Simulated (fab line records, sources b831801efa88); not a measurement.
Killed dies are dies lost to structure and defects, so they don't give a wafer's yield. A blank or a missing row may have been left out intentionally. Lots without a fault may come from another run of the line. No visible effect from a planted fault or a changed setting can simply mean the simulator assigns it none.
Chamber matching :: flow gf180mcu :: 3 sister chambers for GF_VT_IMPLANT_WET_ETCH_50 on wet bench-04
The step etches SiO2 in dHF, target depth 20 nm, time 400 s. 3 wafers are shown with their chamber, then 4 later ones without.

WAFERS PAIRED WITH THEIR CHAMBERS
wafer: L908.5
chamber: 3
bath heat duty pct (%): 8.6

wafer: L915.6
chamber: 1
bath heat duty pct (%): 6.2

wafer: L919.4
chamber: 2
bath heat duty pct (%): 5.9

WAFERS WITHOUT THEIR CHAMBER
wafer: L919.5
bath heat duty pct (%): 4.6

wafer: L920.1
bath heat duty pct (%): 7.1

wafer: L920.4
bath heat duty pct (%): 7.5

wafer: L920.5
bath heat duty pct (%): 7.2

THE CHAMBER EACH PASSED THROUGH
wafer: L919.5
from the rows above: can't be placed: 2 or 1
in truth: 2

wafer: L920.1
from the rows above: can't be placed: 1 or 2 or 3
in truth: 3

wafer: L920.4
from the rows above: can't be placed: 3 or 1 or 2
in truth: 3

wafer: L920.5
from the rows above: can't be placed: 1 or 2 or 3
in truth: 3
0 of 4 placed correctly. Can't be placed from these rows: 4 (the true chamber is among the candidates in 4). 0 placed wrongly.
How it was worked out, from the rows above alone: a wafer's distance from a chamber is the root of the sum, over the readings, of the square of ((its reading less the chamber's mean) divided by the reading's scatter). If the next closest chamber is less than 2 further off than the closest, the wafer can't be placed; otherwise it belongs to the closest. For every chamber, the mean is computed from those of its wafers that are shown. The scatter: root of mean squared gap, hidden wafer to nearest shown wafer, with one shown wafer a chamber.
